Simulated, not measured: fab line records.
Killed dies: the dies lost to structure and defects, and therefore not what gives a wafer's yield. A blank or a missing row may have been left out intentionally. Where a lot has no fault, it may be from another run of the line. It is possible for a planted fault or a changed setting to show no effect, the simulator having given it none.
Matching of chambers	flow sfqLine	SFQ_TRILAYER_I1_CMP_CMP_046 on cmp-02 has 4 sister chambers
The step polishes SiO2. 14 wafers are shown with their chamber, then 7 later ones without.

## WAFERS WITH THEIR CHAMBER
wafer	chamber	motorCurrentA (A)	edgeZonePressureFrac	timeToEndpointS (s)
L839.1	2	11.8	1.000	204
L839.5	0	8.6	1.001	221
L839.6	1	12.0	1.001	209
L840.1	3	9.7	1.011	199
L840.5	1	12.0	1.002	213
L840.6	0	8.2	0.999	216
L841.3	1	11.5	0.993	208
L841.4	0	8.7	0.995	222
L841.2	3	9.4	1.005	214
L851.1	0	8.4	0.998	209
L851.4	1	11.9	0.999	214
L851.6	3	9.4	0.999	209
L859.3	1	12.2	1.003	216
L859.5	2	11.0	1.005	222

SIGNATURES (averages over the wafers above)
reading	chamber 0	chamber 1	chamber 2	chamber 3	scatter within a chamber
motorCurrentA	8.475	11.920	11.400	9.500	0.282
edgeZonePressureFrac	0.99825	0.99960	1.00250	1.00500	0.00408
timeToEndpointS	217.00	212.00	213.00	207.33	6.56
Rule: a wafer lies at a distance from a chamber equal to the root of the sum of squares, over the readings, of (its reading less the chamber's mean, divided by the reading's scatter). The wafer belongs to the nearest chamber; if the next one is less than 2 further off, it can't be placed. How the scatter is found: for the shown wafers, subtract from each reading the mean of its chamber, square and add these, divide the total by (wafers less chambers), then take the root.

## WAFERS WITH NO CHAMBER GIVEN
wafer	motorCurrentA (A)	edgeZonePressureFrac	timeToEndpointS (s)
L859.6	11.7	1.003	217
L860.2	8.3	0.996	216
L860.4	9.8	1.007	208
L860.6	9.7	1.000	215
L862.2	11.2	1.007	228
L862.5	8.6	1.000	229
L862.6	9.0	0.989	222

## THE CHAMBER EACH PASSED THROUGH
wafer	from the rows above	in truth
L859.6	can't be placed: 2 or 1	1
L860.2	0	0
L860.4	3	3
L860.6	3	3
L862.2	can't be placed: 2 or 1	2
L862.5	0	0
L862.6	can't be placed: 0 or 3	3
Correct placement for 4 of the 7. These rows do not allow placing 3 (true chamber among the candidates in 3). 0 placed wrongly.
